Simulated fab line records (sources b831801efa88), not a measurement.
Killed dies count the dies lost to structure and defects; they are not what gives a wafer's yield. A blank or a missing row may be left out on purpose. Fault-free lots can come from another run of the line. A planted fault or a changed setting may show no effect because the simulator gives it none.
fab line records | flow gf180mcu
[record] lots = 14 wafers = 42 last_day = 35
route steps=602 shown VT_IMPLANT@119 POLY_GATE@169 NSD@247 PSD@255
lots that met no fault: from a run of the same line without faults
start_h: hours from the record's opening day to when the first of the lot's shown wafers began | wait_h: time in hours since the lot's previous step | " repeats the value in the row above | L1.1+2: a single row standing in for several wafers | - either no value or no given start | * or withheld: withheld | < > ~ a bound
route shown NAME@n: names a module that has steps shown in the file, with the first one's number in the route | usual: the fault-free wafers' mean and standard deviation | same: alike in all rows | chamber/n: place in a boat | sites: the reading at each site | _std_site: standard deviation across them | _edge_site: the outer-site mean with the inner-site mean subtracted | radius_mm: how far each site lies from the wafer's centre | mask NAME#n: copy n | behind: the last tool/chamber to shape the wafer | hold: why the lot went on hold/how many hours it stayed there/how the hold came to an end | device: the transistor (n, p or np) that didn't switch | end of line: tests run on the same wafers once the route is complete | a step without rows: its recipe alone | killed: count of dies lost to structure and defects at first sort (not the wafer's yield) | map: per-die view of a wafer (x killed, . not killed, _ where there is no die)
set.NAME: the setting the step ran with; set.NAME@STEP: the setting that earlier step ran with | model.NAME: the simulator's own value behind a step, which no gauge read
a sample of lots followed through the steps of the route, with each step as a table and each wafer as a row
services: a tool's chamber out of use, with start hour (start_h, from the record's first day; less than 0 if before it), hours out, and reason
[[steps]]
[step GF_VT_IMPLANT_OVL_MEAS_29]
[usual] VT_IMPLANT_02_OVL = -0.5/1.3
// columns lot.wafer tool chamber start_h wait_h VT_IMPLANT_02_OVL[nm]
L405.2 overlay-01 - 150.49 0.1 1.8
L405.4 " - " " -3.7
L405.6 " - " " -0.6
L406.2 overlay-01 - 158.07 0.1 -2.8
L406.5 " - " " -2.0
L406.6 " - " " -0.8
L407.3 overlay-02 - 163.53 0.1 0.4
L407.5 " - " " 0.4
L407.6 " - " " -0.2
L408.2 overlay-01 - 169.13 0.1 0.0
L408.3 " - " " 0.6
L408.4 " - " " -0.7
L409.1 overlay-02 - 180.22 0.1 -2.8
L409.4 " - " " -3.1
L409.5 " - " " -2.2
L410.2 overlay-02 - 182.68 0.1 0.2
L410.4 " - " " 0.1
L410.5 " - " " 0.5
L413.2 overlay-02 - 202.14 0.1 1.9
L413.3 " - " " -2.6
L413.6 " - " " -1.2
L415.1 overlay-01 - 211.82 0.1 -1.1
L415.3 " - " " -1.8
L415.6 " - " " -1.5
L416.1 overlay-01 - 224.13 0.1 -1.7
L416.2 " - " " -2.1
L416.3 " - " " -0.7
L417.1 overlay-01 - 227.52 0.1 -2.7
L417.2 " - " " -1.5
L417.4 " - " " -2.0
L418.1 overlay-02 - 233.32 0.1 -2.5
L418.2 " - " " -1.8
L418.6 " - " " -0.9
L422.1 overlay-01 - 259.97 0.1 2.0
L422.5 " - " " -0.6
L422.6 " - " " 0.6
L423.3 overlay-02 - 270.53 0.1 -0.2
L423.5 " - " " 0.6
L423.6 " - " " 0.2
L427.3 overlay-01 - 294.13 0.1 -0.4
L427.5 " - " " 0.1
L427.6 " - " " -0.8
[step GF_POLY_GATE_ETCH_12]
[recipe] chemistry = N2/H2 target_depth_a = withheld overetch_a = withheld time_s = withheld target = BARC ion_energy_ev = 200 source_w = 500 bias_w = 100 pressure_mtorr = 30 n2_flow_sccm = 100 h2_flow_sccm = 200
[usual] bias_w = 100.05/0.28 chamber_pressure_mTorr = 30.004/0.027 drypump_motor_current_A = 5.7/0.54 oes_product_au = 0.734/0.0048 throttle_valve_pct = 13.216/0.0092
// columns lot.wafer tool chamber start_h wait_h bias_w chamber_pressure_mTorr drypump_motor_current_A oes_product_au throttle_valve_pct
L405.2 rie_diel-02 2 206.64 0.0 100.45 30.050 4.9 0.733 13.212
L405.4 " 1 " " 100.55 30.014 4.9 0.736 13.225
L405.6 " 0 " " 99.84 29.964 6.1 0.737 13.202
L406.2 rie_diel-01 1 214.73 0.0 100.26 30.002 6.0 0.734 13.208
L406.5 " 0 " " 99.82 30.018 5.6 0.739 13.215
L406.6 " 1 " " 100.05 29.966 6.0 0.729 13.199
L407.3 rie_diel-01 3 223.03 0.0 100.04 30.023 6.4 0.743 13.214
L407.5 " 2 " " 100.23 30.013 4.9 0.740 13.209
L407.6 " 0 " " 100.06 29.982 5.6 0.742 13.237
L408.2 rie_diel-03 1 228.74 0.0 100.51 29.996 5.7 0.734 13.234
L408.3 " 3 " " 100.05 30.015 6.0 0.745 13.214
L408.4 " 0 " " 100.18 29.988 5.6 0.736 13.219
L409.1 rie_diel-02 2 238.84 0.0 99.90 30.040 4.9 0.722 13.225
L409.4 " 1 " " 100.61 29.956 4.8 0.734 13.224
L409.5 " 1 " " 100.24 30.018 4.9 0.733 13.217
L410.2 rie_diel-02 0 240.33 0.0 100.45 30.045 6.1 0.728 13.220
L410.4 " 1 " " 100.27 29.998 4.9 0.728 13.219
L410.5 " 2 " " 100.06 30.015 4.9 0.739 13.212
L413.2 rie_diel-01 3 263.87 0.0 100.46 30.009 6.4 0.734 13.214
L413.3 " 0 " " 99.57 30.008 5.6 0.732 13.208
L413.6 " 3 " " 100.49 30.028 6.4 0.733 13.208
L415.1 rie_diel-01 3 274.42 0.0 99.76 29.997 6.4 0.727 13.216
L415.3 " 0 " " 100.24 30.031 5.6 0.733 13.221
L415.6 " 3 " " 99.69 30.004 6.4 0.736 13.216
L416.1 rie_diel-01 2 285.19 0.0 100.18 30.009 4.9 0.732 13.208
L416.2 " 1 " " 100.34 29.987 6.0 0.734 13.184
L416.3 " 0 " " 99.83 29.990 5.6 0.734 13.215
L417.1 rie_diel-02 0 289.84 0.0 100.05 30.024 6.1 0.730 13.215
L417.2 " 3 " " 99.77 30.047 6.0 0.740 13.229
L417.4 " 2 " " 99.27 29.978 4.9 0.733 13.208
L418.1 rie_diel-01 1 296.59 0.0 100.12 29.988 6.0 0.733 13.218
L418.2 " 3 " " 100.19 29.998 6.4 0.733 13.219
L418.6 " 3 " " 100.33 30.004 6.4 0.737 13.206
L422.1 rie_diel-01 2 325.77 0.0 - - - - -
L422.5 " 1 " " - - - - -
L422.6 " 2 " " - - - - -
L423.3 rie_diel-01 3 337.74 0.0 - - - - -
L423.5 " 2 " " - - - - -
L423.6 " 1 " " - - - - -
L427.3 rie_diel-02 1 364.67 0.0 100.12 29.976 4.9 0.737 13.211
L427.5 " 3 " " 100.23 29.966 6.0 0.727 13.218
L427.6 " 0 " " 100.24 30.048 6.1 0.729 13.212
[step GF_POLY_GATE_ETCH_13]
[recipe] target = poly-Si target_depth_nm = 198.5 stop_on = SiO2 over_etch_frac = 0.403 chemistry = HBr/Cl2 icp_w = 400 bias_w = 97.75 pressure_mtorr = 10 HBr_flow_sccm = 150 Cl2_flow_sccm = 50 time_s = 69.6
[usual] HBr_flow_sccm = 149.9/0.41 bias_w = 97.7/0.32 chamber_pressure_mTorr = 10.000/0.0094 drypump_motor_current_A = 5.8/0.41 oes_product_au = 0.986/0.0061 throttle_valve_pct = 33.684/0.0089
// columns lot.wafer tool chamber start_h wait_h HBr_flow_sccm bias_w chamber_pressure_mTorr drypump_motor_current_A oes_product_au rf_hours_counter_h throttle_valve_pct
L405.2 rie_si-01 1 206.69 - 149.9 97.3 10.004 6.1 0.990 2 33.677
L405.4 " 3 " " 149.6 97.5 9.996 5.9 0.990 11 33.690
L405.6 " 1 " " 149.7 97.4 9.986 6.2 0.992 - 33.685
L406.2 rie_si-01 0 214.78 - 149.6 97.4 10.003 5.6 0.981 1 33.692
L406.5 " 3 " " 150.3 98.0 9.989 5.9 0.993 - 33.685
L406.6 " 2 " " 150.2 97.8 9.982 5.4 0.989 - 33.680
L407.3 rie_si-01 2 223.08 - 149.6 97.5 10.019 5.4 0.988 47 33.681
L407.5 " 2 " " 150.1 97.2 9.994 5.4 0.985 - 33.692
L407.6 " 3 " " 149.1 97.5 9.995 5.9 0.990 - 33.684
L408.2 rie_si-01 0 228.79 - 150.4 97.8 10.002 5.6 0.987 1 33.685
L408.3 " 3 " " 149.7 97.8 10.016 5.9 0.977 11 33.683
L408.4 " 1 " " 149.6 97.7 9.989 6.2 0.986 2 33.681
L409.1 rie_si-02 3 238.89 - 150.0 97.5 9.992 5.6 0.976 2 33.692
L409.4 " 2 " " 150.6 97.2 10.000 6.7 0.985 5 33.688
L409.5 " 3 " " 150.5 97.8 10.010 5.7 0.982 - 33.671
L410.2 rie_si-01 1 240.38 - 150.5 97.4 10.004 6.1 0.987 2 33.653
L410.4 " 0 " " 149.4 97.0 10.003 5.6 0.982 2 33.673
L410.5 " 2 " " 150.3 97.6 9.998 5.3 0.983 - 33.688
L413.2 rie_si-01 3 263.92 - 150.3 97.8 10.000 5.8 0.998 11 33.683
L413.3 " 0 " " 149.9 98.4 9.994 5.6 0.984 2 33.693
L413.6 " 3 " " 150.0 97.6 9.986 5.9 0.982 - 33.698
L415.1 rie_si-01 1 274.47 - 149.7 98.1 10.009 6.1 0.980 2 33.681
L415.3 " 3 " " 149.9 98.0 9.989 5.9 0.979 11 33.675
L415.6 " 3 " " 149.6 97.8 10.000 5.9 0.987 - 33.699
L416.1 rie_si-02 3 285.24 - 150.1 97.9 9.996 5.6 0.990 2 33.700
L416.2 " 2 " " 150.6 97.5 10.013 6.7 0.994 5 33.683
L416.3 " 0 " " 149.8 97.8 10.001 5.2 0.985 2 33.673
L417.1 rie_si-02 0 289.89 - 150.4 97.8 10.009 5.2 0.978 2 33.676
L417.2 " 1 " " 149.9 98.0 10.007 5.6 0.979 65 33.699
L417.4 " 3 " " 150.3 97.8 9.996 5.7 0.986 2 33.681
L418.1 rie_si-02 0 296.64 - 149.8 97.7 9.999 5.2 0.988 2 33.679
L418.2 " 2 " " 150.0 97.4 9.997 6.7 0.995 5 33.689
L418.6 " 2 " " 150.7 97.6 9.990 6.7 0.996 - 33.681
L422.1 rie_si-02 1 325.82 - 150.4 97.5 10.015 5.6 0.267 65 33.677
L422.5 " 0 " " 149.9 97.1 10.004 5.2 0.273 - 33.687
L422.6 " 3 " " 149.7 97.5 10.014 5.6 0.277 - 33.692
L423.3 rie_si-01 1 337.79 - 150.2 98.3 10.008 6.2 0.272 3 33.663
L423.5 " 0 " " 149.3 97.3 9.996 5.6 0.275 - 33.698
L423.6 " 3 " " 150.2 97.7 9.995 5.9 0.273 - 33.681
L427.3 rie_si-02 0 364.72 - 149.9 98.1 9.991 5.2 0.984 2 33.681
L427.5 " 0 " " 150.3 97.7 9.993 5.2 0.975 - 33.689
L427.6 " 1 " " 149.8 97.9 10.013 5.6 0.981 - 33.691
[step GF_POLY_GATE_STRIP_14]
[recipe] chemistry = O2/N2 power_w = 1400 pressure_mtorr = 1500 platen_temp_c = 250 o2_flow_sccm = 3000 n2_flow_sccm = 300 overash_fraction = 0.5
[usual] chamber_pressure_mTorr = 1500.3/1.5 drypump_motor_current_A = 5.8/0.42 heater_power_w = 349/34 oes_product_au = 0.505/0.005
// columns lot.wafer tool chamber start_h wait_h chamber_pressure_mTorr drypump_motor_current_A heater_power_w oes_product_au rf_hours_counter_h
L405.2 plasma_asher-02 0 206.75 0.0 1498.3 5.8 393 0.504 7
L405.4 " 1 " " 1500.2 5.9 381 0.506 -
L405.6 " 1 " " 1498.9 5.9 386 0.504 -
L406.2 plasma_asher-01 0 214.83 0.0 1498.6 5.2 339 0.499 45
L406.5 " 1 " " 1499.5 6.3 320 0.503 -
L406.6 " 0 " " 1500.1 5.2 343 0.506 -
L407.3 plasma_asher-02 0 223.17 0.1 1497.2 5.7 405 0.502 -
L407.5 " 0 " " 1500.1 5.7 375 0.501 -
L407.6 " 1 " " 1497.8 5.9 387 0.505 -
L408.2 plasma_asher-02 1 228.85 0.0 1502.8 5.9 376 0.506 9
L408.3 " 0 " " 1500.5 5.7 384 0.504 -
L408.4 " 1 " " 1501.1 5.9 377 0.508 -
L409.1 plasma_asher-02 0 238.95 0.0 1500.7 5.8 396 0.510 10
L409.4 " 1 " " 1499.6 5.9 393 0.505 -
L409.5 " 0 " " 1496.9 5.8 391 0.496 -
L410.2 plasma_asher-03 1 240.43 0.0 1498.5 6.5 308 0.514 58
L410.4 " 1 " " 1498.1 6.5 298 0.498 -
L410.5 " 1 " " 1500.5 6.5 306 0.499 -
L413.2 plasma_asher-02 0 263.98 0.0 1500.5 5.8 383 0.503 13
L413.3 " 0 " " 1502.9 5.8 387 0.500 -
L413.6 " 0 " " 1500.6 5.8 386 0.504 -
L415.1 plasma_asher-02 0 274.53 0.0 1499.3 5.8 393 0.505 14
L415.3 " 1 " " 1501.7 5.9 384 0.501 -
L415.6 " 0 " " 1501.7 5.8 395 0.509 -
L416.1 plasma_asher-01 1 285.30 0.0 1501.2 6.3 315 0.497 53
L416.2 " 0 " " 1502.5 5.2 340 0.493 53
L416.3 " 0 " " 1497.6 5.2 334 0.500 -
L417.1 plasma_asher-02 0 289.95 0.0 1499.6 5.8 394 0.509 16
L417.2 " 1 " " 1500.6 5.9 391 0.504 16
L417.4 " 1 " " 1501.6 5.9 385 0.505 -
L418.1 plasma_asher-03 0 296.70 0.0 1499.6 5.6 308 0.500 63
L418.2 " 1 " " 1497.7 6.4 302 0.510 63
L418.6 " 0 " " 1500.8 5.6 309 0.500 -
L422.1 plasma_asher-01 1 325.88 0.0 1500.8 6.3 318 0.522 57
L422.5 " 1 " " 1499.9 6.3 321 0.535 -
L422.6 " 0 " " 1500.7 5.1 337 0.529 -
L423.3 plasma_asher-02 0 337.88 0.1 1501.0 5.8 394 0.538 -
L423.5 " 0 " " 1498.7 5.7 392 0.531 -
L423.6 " 1 " " 1499.9 5.9 379 0.527 -
L427.3 plasma_asher-01 0 364.81 0.1 1501.0 5.2 339 0.504 -
L427.5 " 0 " " 1501.6 5.2 335 0.508 -
L427.6 " 1 " " 1498.5 6.3 320 0.511 -
[step GF_POLY_GATE_CD_MEAS_18]
[usual] cd_nm = 279.6/1.9
// columns lot.wafer tool chamber start_h wait_h cd_nm
L405.2 cd_sem-01 - 209.16 0.1 280.4
L405.4 " - " " 283.3
L405.6 " - " " 282.3
L406.2 cd_sem-01 - 216.32 0.1 279.5
L406.5 " - " " 280.0
L406.6 " - " " 277.2
L407.3 cd_sem-01 - 225.55 0.1 278.4
L407.5 " - " " 278.2
L407.6 " - " " 281.3
L408.2 cd_sem-01 - 230.33 0.1 279.2
L408.3 " - " " 279.0
L408.4 " - " " 281.6
L409.1 cd_sem-01 - 240.41 0.1 281.2
L409.4 " - " " 278.7
L409.5 " - " " 280.9
L410.2 cd_sem-02 - 242.69 0.1 281.4
L410.4 " - " " 281.7
L410.5 " - " " 279.8
L413.2 cd_sem-01 - 265.47 0.1 279.4
L413.3 " - " " 278.5
L413.6 " - " " 279.2
L415.1 cd_sem-02 - 276.89 0.1 278.6
L415.3 " - " " 278.8
L415.6 " - " " 279.9
L416.1 cd_sem-01 - 286.76 0.1 280.4
L416.2 " - " " 279.2
L416.3 " - " " 277.7
L417.1 cd_sem-01 - 291.50 0.1 277.9
L417.2 " - " " 277.9
L417.4 " - " " 280.0
L418.1 cd_sem-02 - 298.48 0.1 277.6
L418.2 " - " " 280.0
L418.6 " - " " 278.9
L422.1 cd_sem-01 - 327.34 0.1 -
L422.5 " - " " -
L422.6 " - " " -
L423.3 cd_sem-01 - 340.28 0.1 -
L423.5 " - " " -
L423.6 " - " " -
L427.3 cd_sem-02 - 367.04 0.1 278.2
L427.5 " - " " 276.3
L427.6 " - " " 279.5
[step GF_NSD_TW_MEAS_12]
[usual] NSD_TW = 4260/40
// columns lot.wafer tool chamber start_h wait_h NSD_TW
L405.2 film_metro-01 - 308.10 0.1 4309
L405.4 " - " " 4319
L405.6 " - " " 4294
L406.2 film_metro-02 - 317.55 0.1 4238
L406.5 " - " " 4256
L406.6 " - " " 4232
L407.3 film_metro-04 - 327.31 0.1 4254
L407.5 " - " " 4242
L407.6 " - " " 4253
L408.2 film_metro-02 - 333.00 0.1 4210
L408.3 " - " " 4249
L408.4 " - " " 4221
L409.1 film_metro-04 - 344.09 0.1 4206
L409.4 " - " " 4192
L409.5 " - " " 4214
L410.2 film_metro-04 - 348.38 0.1 4208
L410.4 " - " " 4201
L410.5 " - " " 4172
L413.2 film_metro-01 - 376.23 0.1 4298
L413.3 " - " " 4304
L413.6 " - " " 4297
L415.1 film_metro-01 - 388.07 0.1 4310
L415.3 " - " " 4317
L415.6 " - " " 4291
L416.1 film_metro-02 - 399.09 0.1 4215
L416.2 " - " " 4199
L416.3 " - " " 4229
L417.1 film_metro-04 - 404.54 0.1 4250
L417.2 " - " " 4239
L417.4 " - " " 4308
L418.1 film_metro-04 - 413.62 0.1 4196
L418.2 " - " " 4222
L418.6 " - " " 4217
L427.3 film_metro-01 - 489.39 0.1 4319
L427.5 " - " " 4299
L427.6 " - " " 4315
[step GF_PSD_CD_MEAS_07]
[recipe] target_cd_nm = 400
[usual] cd_nm = 401.0/2
// columns lot.wafer tool chamber start_h wait_h cd_nm
L405.2 cd_sem-01 - 328.73 0.1 397.8
L405.4 " - " " 399.2
L405.6 " - " " 399.4
L406.2 cd_sem-02 - 338.68 0.1 399.9
L406.5 " - " " 399.5
L406.6 " - " " 401.2
L407.3 cd_sem-01 - 348.80 0.1 398.8
L407.5 " - " " 397.0
L407.6 " - " " 397.9
L408.2 cd_sem-01 - 354.68 0.1 401.5
L408.3 " - " " 401.5
L408.4 " - " " 399.0
L409.1 cd_sem-02 - 366.11 0.1 402.4
L409.4 " - " " 402.1
L409.5 " - " " 401.5
L410.2 cd_sem-01 - 370.09 0.1 401.9
L410.4 " - " " 400.6
L410.5 " - " " 401.4
L413.2 cd_sem-02 - 397.58 0.1 402.7
L413.3 " - " " 403.4
L413.6 " - " " 403.0
L415.1 cd_sem-02 - 410.82 0.1 399.2
L415.3 " - " " 400.1
L415.6 " - " " 401.9
L416.1 cd_sem-02 - 422.16 0.1 400.8
L416.2 " - " " 396.9
L416.3 " - " " 400.0
L417.1 cd_sem-01 - 428.31 0.1 404.6
L417.2 " - " " 403.7
L417.4 " - " " 405.4
L418.1 cd_sem-02 - 437.87 0.1 401.4
L418.2 " - " " 401.5
L418.6 " - " " 400.6
L427.3 cd_sem-02 - 512.66 0.1 399.1
L427.5 " - " " 397.8
L427.6 " - " " 398.6
[[services]]
// columns tool chamber start_h hours kind
rie_si-01 0 184.35 3.4 repair
plasma_asher-03 - 213.00 0.5 repair
plasma_asher-01 - 215.72 0.8 repair
rie_si-02 - 216.03 2.8 pm
rie_diel-01 1 217.58 2.5 repair
rie_diel-01 1 220.05 - clean
rie_diel-01 1 220.05 14.8 scheduled_down
rie_diel-01 1 220.05 14.8 vent_cycle
rie_diel-03 - 224.07 0.9 repair
rie_diel-01 - 224.30 28.1 pm
plasma_asher-03 - 250.54 2.8 pm
plasma_asher-03 - 268.39 1.9 repair
rie_diel-02 1 270.71 - clean
rie_diel-02 1 270.71 14.1 scheduled_down
rie_diel-02 1 270.71 14.1 vent_cycle
rie_diel-03 - 272.16 2.8 pm
rie_diel-01 1 277.21 4.7 repair
rie_diel-02 - 295.74 15.6 pm
rie_diel-02 0 313.28 9.9 repair
rie_diel-01 0 315.41 - clean
rie_diel-01 0 315.41 20.7 scheduled_down
rie_diel-01 0 315.41 20.7 vent_cycle
rie_diel-01 2 318.30 2.3 repair
plasma_asher-03 - 343.21 2.5 repair
[[key]]
[first_sign] step = GF_POLY_GATE_ETCH_12 reading = tool_record direction = missing
[effect] step = GF_POLY_GATE_ETCH_13 reading = oes_product_au direction = down sigmas = 99+ usual = 0.986 struck = 0.273
[effect] step = GF_POLY_GATE_STRIP_14 reading = oes_product_au direction = up sigmas = 5.1 usual = 0.505 struck = 0.530
[effect] step = GF_POLY_GATE_CD_MEAS_18 reading = cd_nm direction = missing
met_at GF_POLY_GATE_ETCH_12
struck_lots L422,L423
later_rows_left_out L422.1,L422.5,L422.6,L423.3,L423.5,L423.6
sort_left_out L422.1,L422.5,L422.6,L423.3,L423.5,L423.6
tester_left_out L422,L423
not_acting_at GF_VT_IMPLANT_OVL_MEAS_29,GF_NSD_TW_MEAS_12,GF_PSD_CD_MEAS_07
onset_between 296.59 325.77
[fault] kind = skipped_step_whole tool = rie_diel-01 chamber = - onset_h = 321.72 steps = GF_POLY_GATE_ETCH_12 scope = struck_lots_only
// tester_left_out: of these lots the tester's yield and bins aren't shown, on N5 and GAA mostly nor the transistor test; their killed dies are dies lost to structure and defects alone, not to doping, threshold or leakage, so they don't give the yield
// sort_left_out: the simulated sort isn't trusted on such a fault, so these wafers' sort isn't shown, and their yield isn't known
// later_rows_left_out: the simulator's readings of these wafers behind a module that went badly wrong aren't trusted and aren't shown, but for the sort
